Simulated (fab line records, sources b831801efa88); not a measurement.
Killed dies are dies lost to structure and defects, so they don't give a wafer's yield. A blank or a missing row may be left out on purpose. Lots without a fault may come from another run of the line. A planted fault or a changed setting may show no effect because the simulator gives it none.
One fault seen from 2 desks | flow sky130 | each desk has only its own numbers; what lay behind them comes last

THE TOOL OWNER'S DESK: implanter-04
The tool's own readings at SKY_VT_ADJUST_NCORE_IMPLANT_09: means of the sampled wafers that have a number, for each lot that ran on this tool. A lot is out of limits, marked OUT, if its mean lies more than 4 standard deviations from the usual mean; the brackets give that distance.
Columns: A = dose_ions_cm2 at SKY_VT_ADJUST_NCORE_IMPLANT_09, usual 2.3999e+12; B = faraday_current_uA at SKY_VT_ADJUST_NCORE_IMPLANT_09, usual 13.53
lot  | first seen here | A                    | B
L633 | day 9 06:04     | 2.4019e+12           | 13.62
L650 | day 14 02:07    | 2.6234e+12 (+80) OUT | 14.99 (+5.2) OUT
L651 | day 14 11:56    | 2.6286e+12 (+82) OUT | 14.71 (+4.2) OUT
This desk's finding: out of limits on L650, L651; first on L650, day 14 02:07 (dose_ions_cm2 at SKY_VT_ADJUST_NCORE_IMPLANT_09). In limits: L633.

THE METROLOGY DESK
What the gauges read, lot by lot, whatever tool the lot ran on: means of the sampled wafers that have a number. A lot is out of limits, marked OUT, if its mean lies more than 4 standard deviations from the usual mean; the brackets give that distance.
Columns: A = VT_ADJUST_LVTN_2_TW at SKY_VT_ADJUST_LVTN_TW_MEAS_21, usual 187.5; B = cd_nm at SKY_VT_ADJUST_NCORE_CD_MEAS_07, usual 380.0 nm; C = VT_ADJUST_NCORE_OVL at SKY_VT_ADJUST_NCORE_OVL_MEAS_08, usual 0.3 nm
lot  | first seen here | A     | B     | C
L632 | day 7 19:18     | 186.7 | 381.3 | 1.7
L633 | day 8 08:26     | 187.9 | 381.8 | 0.6
L639 | day 10 01:05    | 188.0 | 382.7 | 2.2
L650 | day 13 00:32    | 186.5 | 380.7 | -2.0
L651 | day 13 09:52    | 188.8 | 379.4 | 0.3
L654 | day 14 07:38    | 187.6 | 378.9 | 2.6
This desk's finding: nothing out of limits on any of the 6 lots.

PUT TOGETHER
The tool owner's desk could have raised an alarm at day 14 02:07, on L650, L651.
The metrology desk saw nothing out of limits.
The metrology desk has L650, L651 on record, within its limits.
Of the lots named, all ran SKY_VT_ADJUST_NCORE_IMPLANT_09 on implanter-04.

WHAT THE SIMULATOR HAD PUT IN
Process parameter drift: implanter-04, from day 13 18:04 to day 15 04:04, at SKY_VT_ADJUST_NCORE_IMPLANT_09. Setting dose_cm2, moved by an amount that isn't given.
Lots struck among those shown: L650, L651.
Hours from the fault's start to each desk's first reading out of limits: the tool owner's desk, 8.
